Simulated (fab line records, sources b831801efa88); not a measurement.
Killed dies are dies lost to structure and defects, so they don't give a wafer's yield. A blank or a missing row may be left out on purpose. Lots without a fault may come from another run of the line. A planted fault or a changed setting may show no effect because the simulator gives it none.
Problem report in the 8D (eight disciplines) form, filled by code | flow sky130 | the parts of the form that need people (team, actions taken, sign-off) are left out

1. THE PROBLEM
chamber_pressure_pa at SKY_METAL3_SPUTTER_01 reads a mean of 0.3529 Pa on 1 wafer of 1 lot; wafers without a fault read 0.3999 Pa with a standard deviation of 0.0008. That is -59 standard deviations from the usual mean.
The step: material TiN, target thk 20 nm, time 16.7 s.
First seen on wafer L448.6, day 41 11:40, on pvd_sputter-04. The record holds 36 wafers of 12 lots with a number at this step. Rule for "out", or "out of limits": more than 4 standard deviations from the usual mean. The other wafers with a number count as sound.

2. WHAT IT IS AND WHAT IT IS NOT
question                    | is                  | is not
which readings at this step | chamber_pressure_pa | throttle_valve_pct
which lots                  | L448                | L432, L433, L435, L436, L438, L440, L441, L442, L443, L444, L450
which wafers of those lots  | L448.6              | L448.1, L448.5
read on which tools         | pvd_sputter-04      | pvd_sputter-01, pvd_sputter-03
when                        | from day 41 11:40   | up to then (32 sound wafers); but 3 sound wafers of L450 came after

3. SUSPECTS, AND WHAT RULES EACH OUT
Counting: a tool at a process step up to the reading stays a suspect if it ran every lot that is out. Sound lots after the first of them don't rule it out here, since some wafers of a struck lot are sound.
- rie_metal-03 at SKY_METAL2_ETCH_18 (etches BARC in N2/H2, stops on SiO2, time 45.9 s, target depth 60 nm): kept. It ran the lot that is out, L448 (day 40 09:10); its last sound lot up to then is L435 (day 36 03:43).
- pvd_sputter-04 at SKY_METAL3_SPUTTER_01 (material TiN, target thk 20 nm, time 16.7 s): kept. It ran the lot that is out, L448 (day 41 11:40); its last sound lot up to then is L444 (day 39 18:52). Its own readings are out on those wafers: chamber_pressure_pa.
Left after counting: rie_metal-03 at SKY_METAL2_ETCH_18, pvd_sputter-04 at SKY_METAL3_SPUTTER_01.

4. THE CAUSE (what the simulator had put in)
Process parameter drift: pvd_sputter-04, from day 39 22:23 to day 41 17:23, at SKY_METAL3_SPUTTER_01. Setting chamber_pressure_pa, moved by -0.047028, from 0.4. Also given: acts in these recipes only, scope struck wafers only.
Counting left 2 suspects, and this tool is among them.

5. THE CHAIN OF EFFECTS, in route order
Each row: a reading whose mean over the struck wafers that have a number lies more than 3 standard deviations from the usual. Only readings for which the record gives a usual standard deviation are gone through. hours: the time from each lot's start at the first step in this table that gives one to its start at this step, as a median over the lots. sigmas: the change in usual standard deviations.
hours | step                  | reading             | usual     | on struck wafers | change  | sigmas
0     | SKY_METAL3_SPUTTER_01 | chamber_pressure_pa | 0.3999 Pa | 0.3529           | -0.0470 | -59
The process steps in it:
- SKY_METAL3_SPUTTER_01: material TiN, target thk 20 nm, time 16.7 s.
Later measuring or inspecting steps at which every struck wafer that the step has a row for has a number for every such reading, and none has moved that far: SKY_CAPM_THK_MEAS_04.

6. WHAT WOULD HAVE CAUGHT IT SOONER
In this record the first reading out of limits was taken at day 41 11:40, 37 hours after the fault began at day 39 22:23.
